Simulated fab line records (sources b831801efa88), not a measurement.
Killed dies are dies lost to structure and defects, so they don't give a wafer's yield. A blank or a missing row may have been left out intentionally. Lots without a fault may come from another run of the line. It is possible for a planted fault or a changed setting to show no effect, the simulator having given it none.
Which tool did it? / flow gf180mcu / Sampling: 6 lots, 18 wafers, 2 of 602 route steps

WHAT THE GAUGES SHOWED, per wafer
GF_SALICIDE_THK_MEAS_05: measures by xrf.
lot=L969; measured=day 15 11:32; on=film_metro-01; SALICIDE_TIN_THK (nm)=20.7 20.4 20.2
lot=L971; measured=day 16 11:58; on=film_metro-02; SALICIDE_TIN_THK (nm)=20.0 20.1 20.3
lot=L974; measured=day 17 05:18; on=film_metro-04; SALICIDE_TIN_THK (nm)=19.8 19.9 20.2
lot=L982; measured=day 20 09:10; on=film_metro-02; SALICIDE_TIN_THK (nm)=22.9 19.8 19.4 23.0 19.8 19.5
lot=L988; measured=day 22 05:52; on=film_metro-04; SALICIDE_TIN_THK (nm)=20.9 20.4 20.6
lot=L990; measured=day 22 21:07; on=film_metro-02; SALICIDE_TIN_THK (nm)=20.2 19.9 20.2

WHAT TOOL EACH LOT RAN ON (gives the tool, then ch and the chambers of the sampled wafers, and finally the start)
lot=L969; GF_SALICIDE_SPUTTER_03=pvd_sputter-01, day 15 11:23
lot=L971; GF_SALICIDE_SPUTTER_03=pvd_sputter-04, day 16 11:48
lot=L974; GF_SALICIDE_SPUTTER_03=pvd_sputter-01, day 17 05:09
lot=L982; GF_SALICIDE_SPUTTER_03=pvd_sputter-02, day 20 09:01
lot=L988; GF_SALICIDE_SPUTTER_03=pvd_sputter-04, day 22 05:43
lot=L990; GF_SALICIDE_SPUTTER_03=pvd_sputter-04, day 22 20:59
- GF_SALICIDE_SPUTTER_03: material TiN, target thk 20 nm, time 16.7 s.

THE ANSWER, worked out from the rows above alone
Rule: usual is defined by the lots themselves. The widest of any qualifying gaps counts: lots, ordered by their means at a reading, are off when they make up no more than a third of the lots, leave a main group of 4 or more, and stand apart from it by 3 or more times the standard deviation of that group's means. Not used: any main group whose means are identical at the precision the tables above print for the reading. A lot without any number at a reading at which 4 lots or more have one is off too. All remaining lots with rows at the step are treated as sound.
Across all readings shown, no lot is off: no conclusion can be drawn from this.

WHAT THE SIMULATOR HAD INSERTED
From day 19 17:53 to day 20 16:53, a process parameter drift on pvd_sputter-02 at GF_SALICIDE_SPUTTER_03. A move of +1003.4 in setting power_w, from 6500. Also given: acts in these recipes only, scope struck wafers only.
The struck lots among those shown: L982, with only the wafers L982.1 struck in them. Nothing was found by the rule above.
